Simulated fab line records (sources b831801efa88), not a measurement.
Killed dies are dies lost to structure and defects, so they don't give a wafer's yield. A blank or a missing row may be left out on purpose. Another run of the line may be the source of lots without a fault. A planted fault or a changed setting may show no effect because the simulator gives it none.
Matching of chambers | flow sfq-line | 4 sister chambers for SFQ_TRILAYER_I0_CMP_CMP_028 on cmp-01
The step polishes SiO2. 8 wafers are shown with their chamber, then 7 later ones without.

## WAFERS, EACH WITH ITS CHAMBER
wafer  | chamber | motor-current-A (A) | slurry-flow-ml-min
L782.6 | 1       | 8.7                 | 149.6
L785.5 | 3       | 10.0                | 150.4
L785.6 | 2       | 10.0                | 149.4
L787.3 | 1       | 8.4                 | 149.8
L787.1 | 3       | 10.2                | 150.6
L787.6 | 0       | 8.4                 | 149.9
L790.4 | 0       | 8.2                 | 149.6
L790.5 | 2       | 9.7                 | 150.6

## WAFERS WHOSE CHAMBER IS MISSING
wafer  | motor-current-A (A) | slurry-flow-ml-min
L790.6 | 10.0                | 149.9
L792.3 | 8.2                 | 150.2
L792.5 | 7.9                 | 150.2
L792.6 | 8.9                 | 150.5
L793.3 | 10.1                | 150.1
L793.4 | 10.0                | 149.8
L793.6 | 8.3                 | 150.5

## EACH ONE'S CHAMBER
wafer  | from the rows above     | in truth
L790.6 | can't be placed: 2 or 3 | 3
L792.3 | can't be placed: 0 or 1 | 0
L792.5 | can't be placed: 0 or 1 | 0
L792.6 | can't be placed: 1 or 0 | 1
L793.3 | can't be placed: 3 or 2 | 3
L793.4 | can't be placed: 2 or 3 | 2
L793.6 | can't be placed: 0 or 1 | 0
Correctly placed: 0 of 7. Not placeable from these rows: 7 (in 7, the candidates include the true chamber). Number placed wrongly: 0.
How it was worked out, from the rows above alone: a wafer's distance from a chamber is the root of the sum, over the readings, of the square of ((its reading less the chamber's mean) divided by the reading's scatter). If the next closest chamber is less than 2 further off than the closest, the wafer can't be placed; otherwise it belongs to the closest. A chamber's mean is the mean of its shown wafers. How the scatter is found: for the shown wafers, subtract from each reading the mean of its chamber, square and add these, divide the total by (wafers less chambers), then take the root.
